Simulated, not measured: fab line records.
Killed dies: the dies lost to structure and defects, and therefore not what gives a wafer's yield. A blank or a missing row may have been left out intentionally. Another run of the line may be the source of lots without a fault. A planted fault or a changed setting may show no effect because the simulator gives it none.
fab line records ; flow gf180mcu ; part 2 of 2: steps 24 to 36 of 36
record: lots: 5; wafers: 15; last_day: 32
route steps=602 shown VT_IMPLANT@114 MVSD@136 NWELL@137 LVPWELL@138 MVPSD@139 DUAL_GATE@141
lots that met no fault: from a run of the same line without faults
start_h: hours from the record's first day to the start of the lot's first wafer shown ; wait_h: hours elapsed since this lot's preceding step ; " identical to the entry in the row above ; L1.1+2: several wafers, shown together as one row ; - either no value or no given start ; * or withheld: withheld ; < > ~ a bound
route shown NAME@n: a module of which the file shows steps, and the number in the route of the first ; usual: mean/standard deviation taken from wafers without a fault ; same: alike in all rows ; chamber/n: place in a boat ; sites: the reading at each site ; _std_site: the values' standard deviation ; _edge_site: the outer-site mean with the inner-site mean subtracted ; radius_mm: for every site, how far away it sits from the centre of the wafer ; mask NAME#n: copy n ; behind: the most recent tool/chamber to have shaped the wafer ; hold: reason for holding the lot/hours on hold/outcome of the hold ; device: the n, p or np transistor that did not switch ; end of line: the same wafers' tests at the end of the route ; a step with no rows: only its recipe ; killed: at the first sort, the dies lost to defects and structure; wafer yield is something else ; map: per-die view of a wafer (x killed, . not killed, _ where there is no die)
set.NAME: setting as actually run; set.NAME@STEP: the setting as run at that earlier step ; model.NAME: the simulator's own value behind a step, which no gauge read
lots at some steps of the route; a table a step, a row a wafer
services: a tool's chamber out of use, with start hour (start_h, from the record's first day; less than 0 if before it), hours out, and reason
== steps ==
step: GF_VT_IMPLANT_RS_MEAS_47
recipe: thk_meas_gauge: four-point-probe
usual: NWELL_RS: 487.8/0.99
lot.wafer;tool;chamber;start_h;wait_h;NWELL_RS[ohm/sq]
L074.1;film_metro-04;-;156.24;0.1;488.6
L074.4;film_metro-04;-;156.24;0.1;487.0
L074.6;film_metro-04;-;156.24;0.1;488.5
L081.1;film_metro-02;-;203.35;0.1;485.5
L081.3;film_metro-02;-;203.35;0.1;485.9
L081.5;film_metro-02;-;203.35;0.1;486.1
L084.1;film_metro-03;-;224.95;0.1;488.6
L084.2;film_metro-03;-;224.95;0.1;488.5
L084.3;film_metro-03;-;224.95;0.1;488.9
L086.2;film_metro-04;-;237.82;0.1;489.6
L086.3;film_metro-04;-;237.82;0.1;488.1
L086.4;film_metro-04;-;237.82;0.1;489.0
L089.1;film_metro-03;-;258.30;0.1;488.4
L089.2;film_metro-03;-;258.30;0.1;488.2
L089.3;film_metro-03;-;258.30;0.1;486.4
step: GF_VT_IMPLANT_RS_MEAS_48
recipe: thk_meas_gauge: four-point-probe
usual: LVPWELL_RS: 1196/3.2
lot.wafer;tool;chamber;start_h;wait_h;LVPWELL_RS[ohm/sq]
L074.1;film_metro-04;-;156.36;0.1;1199
L074.4;film_metro-04;-;156.36;0.1;1200
L074.6;film_metro-04;-;156.36;0.1;1197
L081.1;film_metro-02;-;203.47;0.1;1198
L081.3;film_metro-02;-;203.47;0.1;1197
L081.5;film_metro-02;-;203.47;0.1;1200
L084.1;film_metro-03;-;225.07;0.1;1201
L084.2;film_metro-03;-;225.07;0.1;1199
L084.3;film_metro-03;-;225.07;0.1;1200
L086.2;film_metro-04;-;237.94;0.1;1197
L086.3;film_metro-04;-;237.94;0.1;1196
L086.4;film_metro-04;-;237.94;0.1;1198
L089.1;film_metro-03;-;258.42;0.1;1196
L089.2;film_metro-03;-;258.42;0.1;1199
L089.3;film_metro-03;-;258.42;0.1;1193
step: GF_VT_IMPLANT_RS_MEAS_49
recipe: thk_meas_gauge: four-point-probe
usual: MVPSD_RS: 1169.2/2.9
lot.wafer;tool;chamber;start_h;wait_h;MVPSD_RS[ohm/sq]
L074.1;film_metro-04;-;156.48;0.1;1170.0
L074.4;film_metro-04;-;156.48;0.1;1168.5
L074.6;film_metro-04;-;156.48;0.1;1168.5
L081.1;film_metro-02;-;203.59;0.1;1163.4
L081.3;film_metro-02;-;203.59;0.1;1166.2
L081.5;film_metro-02;-;203.59;0.1;1167.1
L084.1;film_metro-03;-;225.19;0.1;1171.1
L084.2;film_metro-03;-;225.19;0.1;1169.7
L084.3;film_metro-03;-;225.19;0.1;1168.0
L086.2;film_metro-04;-;238.06;0.1;1167.7
L086.3;film_metro-04;-;238.06;0.1;1169.9
L086.4;film_metro-04;-;238.06;0.1;1169.5
L089.1;film_metro-03;-;258.54;0.1;1169.0
L089.2;film_metro-03;-;258.54;0.1;1168.3
L089.3;film_metro-03;-;258.54;0.1;1168.4
step: GF_VT_IMPLANT_WET_ETCH_50
recipe: chemistry: dHF; target_depth_nm: 20; target: SiO2; temp_c: 25; dilution: 100:1; time_s: 400
lot.wafer;tool;chamber;start_h;wait_h
L074.1+4+6;wet_bench-04;2;156.60;0.1
L081.1+3+5;wet_bench-01;0;203.71;0.1
L084.1+2+3;wet_bench-04;0;225.31;0.1
L086.2+3+4;wet_bench-02;1;238.16;0.1
L089.1+2+3;wet_bench-01;2;258.66;0.1
step: GF_DUAL_GATE_CLEAN_00
recipe: chemistry: SC1/SC2; mix: 1:4:20; temp_c: 70; time_s: 150
lot.wafer;tool;chamber;start_h;wait_h
L074.1+4+6;wet_bench-02;3;156.72;0.0
L081.1+3+5;wet_bench-02;1;203.83;0.0
L084.1+2+3;wet_bench-01;0;225.44;0.0
L086.2+3+4;wet_bench-01;1;238.29;0.0
L089.1+2+3;wet_bench-02;1;258.77;0.0
step: GF_DUAL_GATE_CLEAN_01
recipe: chemistry: dHF; time_s: 20; dilution: 100:1; dry: ipa_marangoni
lot.wafer;tool;chamber;start_h;wait_h
L074.1+4+6;wet_bench-01;2;156.82;0.0
L081.1+3+5;wet_bench-04;2;203.88;0.0
L084.1+2+3;wet_bench-02;3;225.49;0.0
L086.2+3+4;wet_bench-04;0;238.35;0.0
L089.1+2+3;wet_bench-01;0;258.82;0.0
step: GF_DUAL_GATE_OXIDATION_02
recipe: temp_c: 900; ambient: O2; stabilise_s: 600; purge_s: 300; target_thk_a: 108.87; ox_time_s: 1602
lot.wafer;tool;chamber;start_h;wait_h
L074.1+4+6;furnace-01;0;159.83;3.0
L081.1+3+5;furnace-02;0;204.33;0.4
L084.1+2+3;furnace-01;0;226.62;1.1
L086.2+3+4;furnace-01;0;239.23;0.9
L089.1+2+3;furnace-02;0;258.84;0.0
step: GF_DUAL_GATE_THK_MEAS_03
recipe: reads: SiO2_of_DUAL_GATE_OXIDATION_02
usual: DUAL_GATE_OXIDATION_00_THK: 10.87/0.2
lot.wafer;tool;chamber;start_h;wait_h;DUAL_GATE_OXIDATION_00_THK[nm]
L074.1;film_metro-02;-;161.27;0.0;10.48
L074.4;film_metro-02;-;161.27;0.0;10.59
L074.6;film_metro-02;-;161.27;0.0;10.53
L081.1;film_metro-03;-;205.78;0.0;10.51
L081.3;film_metro-03;-;205.78;0.0;10.48
L081.5;film_metro-03;-;205.78;0.0;10.35
L084.1;film_metro-03;-;228.06;0.0;10.57
L084.2;film_metro-03;-;228.06;0.0;10.82
L084.3;film_metro-03;-;228.06;0.0;10.80
L086.2;film_metro-01;-;240.69;0.0;10.89
L086.3;film_metro-01;-;240.69;0.0;10.65
L086.4;film_metro-01;-;240.69;0.0;10.47
L089.1;film_metro-03;-;260.28;0.0;11.29
L089.2;film_metro-03;-;260.28;0.0;11.07
L089.3;film_metro-03;-;260.28;0.0;11.18
step: GF_DUAL_GATE_DEHYDRATE_04
recipe: temp_c: 200; time_s: 60
usual: exhaust_pa: 45.2/0.98
lot.wafer;tool;chamber;start_h;wait_h;exhaust_pa
L074.1;litho_track-03;0;168.57;7.3;44.9
L074.4;litho_track-03;0;168.57;7.3;46.2
L074.6;litho_track-03;0;168.57;7.3;43.0
L081.1;litho_track-03;0;214.22;8.4;45.4
L081.3;litho_track-03;0;214.22;8.4;45.2
L081.5;litho_track-03;0;214.22;8.4;45.5
L084.1;litho_track-02;0;237.07;9.0;45.1
L084.2;litho_track-02;0;237.07;9.0;45.8
L084.3;litho_track-02;0;237.07;9.0;43.9
L086.2;litho_track-02;0;249.64;8.9;44.9
L086.3;litho_track-02;0;249.64;8.9;45.8
L086.4;litho_track-02;0;249.64;8.9;43.9
L089.1;litho_track-01;0;269.48;9.2;46.4
L089.2;litho_track-01;0;269.48;9.2;45.3
L089.3;litho_track-01;0;269.48;9.2;46.5
step: GF_DUAL_GATE_HMDS_05
recipe: prime_time_s: 60; prime_temp_c: 120
usual: exhaust_pa: 44.9/1.1
lot.wafer;tool;chamber;start_h;wait_h;exhaust_pa
L074.1;litho_track-03;0;168.72;0.1;44.2
L074.4;litho_track-03;0;168.72;0.1;46.0
L074.6;litho_track-03;0;168.72;0.1;45.0
L081.1;litho_track-03;0;214.37;0.1;46.6
L081.3;litho_track-03;0;214.37;0.1;45.2
L081.5;litho_track-03;0;214.37;0.1;47.3
L084.1;litho_track-02;0;237.22;0.1;44.1
L084.2;litho_track-02;0;237.22;0.1;43.5
L084.3;litho_track-02;0;237.22;0.1;44.4
L086.2;litho_track-02;0;249.79;0.1;43.7
L086.3;litho_track-02;0;249.79;0.1;45.1
L086.4;litho_track-02;0;249.79;0.1;44.6
L089.1;litho_track-01;0;269.63;0.1;44.1
L089.2;litho_track-01;0;269.63;0.1;43.6
L089.3;litho_track-01;0;269.63;0.1;42.8
step: GF_DUAL_GATE_COAT_06
recipe: resist: NOVOLAK; spin_rpm: 3000; resist_thk_nm: 1000
usual: exhaust_pa: 45.1/0.91
lot.wafer;tool;chamber;start_h;wait_h;exhaust_pa
L074.1;litho_track-03;0;168.87;0.1;44.5
L074.4;litho_track-03;0;168.87;0.1;45.8
L074.6;litho_track-03;0;168.87;0.1;45.0
L081.1;litho_track-03;0;214.52;0.1;45.0
L081.3;litho_track-03;0;214.52;0.1;44.0
L081.5;litho_track-03;0;214.52;0.1;44.2
L084.1;litho_track-02;0;237.37;0.1;46.6
L084.2;litho_track-02;0;237.37;0.1;46.4
L084.3;litho_track-02;0;237.37;0.1;47.6
L086.2;litho_track-02;0;249.94;0.1;43.9
L086.3;litho_track-02;0;249.94;0.1;43.7
L086.4;litho_track-02;0;249.94;0.1;45.2
L089.1;litho_track-01;0;269.78;0.1;45.3
L089.2;litho_track-01;0;269.78;0.1;44.8
L089.3;litho_track-01;0;269.78;0.1;46.3
step: GF_DUAL_GATE_SOFTBAKE_07
recipe: temp_c: 90; time_s: 60; resist: NOVOLAK
usual: exhaust_pa: 45.0/0.85
lot.wafer;tool;chamber;start_h;wait_h;exhaust_pa
L074.1;litho_track-03;0;169.02;0.1;44.4
L074.4;litho_track-03;0;169.02;0.1;43.6
L074.6;litho_track-03;0;169.02;0.1;44.5
L081.1;litho_track-03;0;214.67;0.1;45.3
L081.3;litho_track-03;0;214.67;0.1;45.2
L081.5;litho_track-03;0;214.67;0.1;45.0
L084.1;litho_track-02;0;237.52;0.1;45.3
L084.2;litho_track-02;0;237.52;0.1;44.6
L084.3;litho_track-02;0;237.52;0.1;45.7
L086.2;litho_track-02;0;250.09;0.1;45.2
L086.3;litho_track-02;0;250.09;0.1;44.7
L086.4;litho_track-02;0;250.09;0.1;45.1
L089.1;litho_track-01;0;269.93;0.1;46.2
L089.2;litho_track-01;0;269.93;0.1;46.2
L089.3;litho_track-01;0;269.93;0.1;46.9
step: GF_DUAL_GATE_EXPOSE_08
recipe: mask_id: Dualgate; target_cd_nm: 700; na: 0.6; source_shape: conventional; sigma_outer: 0.6; dose_mj: 140
usual: focus_offset_nm: 0.1/0.55
same: sigma_outer: 0.6
lot.wafer;tool;chamber;start_h;wait_h;mask;focus_offset_nm
L074.1;iline_stepper-01;0;-;-;Dualgate#0;-0.2
L074.4;iline_stepper-01;0;-;-;Dualgate#0;0.5
L074.6;iline_stepper-01;0;-;-;Dualgate#0;0.4
L081.1;iline_stepper-01;0;-;-;Dualgate#0;-0.1
L081.3;iline_stepper-01;0;-;-;Dualgate#0;0.1
L081.5;iline_stepper-01;0;-;-;Dualgate#0;0.5
L084.1;iline_stepper-01;0;-;-;Dualgate#0;-0.1
L084.2;iline_stepper-01;0;-;-;Dualgate#0;0.5
L084.3;iline_stepper-01;0;-;-;Dualgate#0;0.5
L086.2;iline_stepper-02;0;-;-;Dualgate#0;-0.7
L086.3;iline_stepper-02;0;-;-;Dualgate#0;-0.9
L086.4;iline_stepper-02;0;-;-;Dualgate#0;-0.1
L089.1;iline_stepper-02;0;-;-;Dualgate#0;-0.5
L089.2;iline_stepper-02;0;-;-;Dualgate#0;0.8
L089.3;iline_stepper-02;0;-;-;Dualgate#0;0.0
== services ==
tool;chamber;start_h;hours;kind
plasma_asher-01;-;108.75;9.0;pm
plasma_asher-01;0;108.75;9.0;vent_cycle
plasma_asher-01;1;108.75;9.0;vent_cycle
plasma_asher-01;0;117.75;-;clean
plasma_asher-01;1;117.75;-;clean
iline_stepper-02;0;130.90;-;calibration
implanter-01;-;152.14;4.2;pm
furnace-01;-;156.39;3.4;pm
iline_stepper-02;-;163.34;1.7;pm
implanter-02;-;189.47;9.0;pm
implanter-04;-;196.56;1.8;repair
plasma_asher-04;-;196.78;0.9;repair
furnace-02;-;205.78;3.8;pm
implanter-02;-;210.64;4.1;repair
iline_stepper-01;0;220.85;-;calibration
furnace-02;-;237.91;3.4;pm
plasma_asher-01;-;244.51;28.1;pm
rtp_anneal-01;-;250.69;2.5;pm
wet_bench-01;-;254.14;1.4;repair
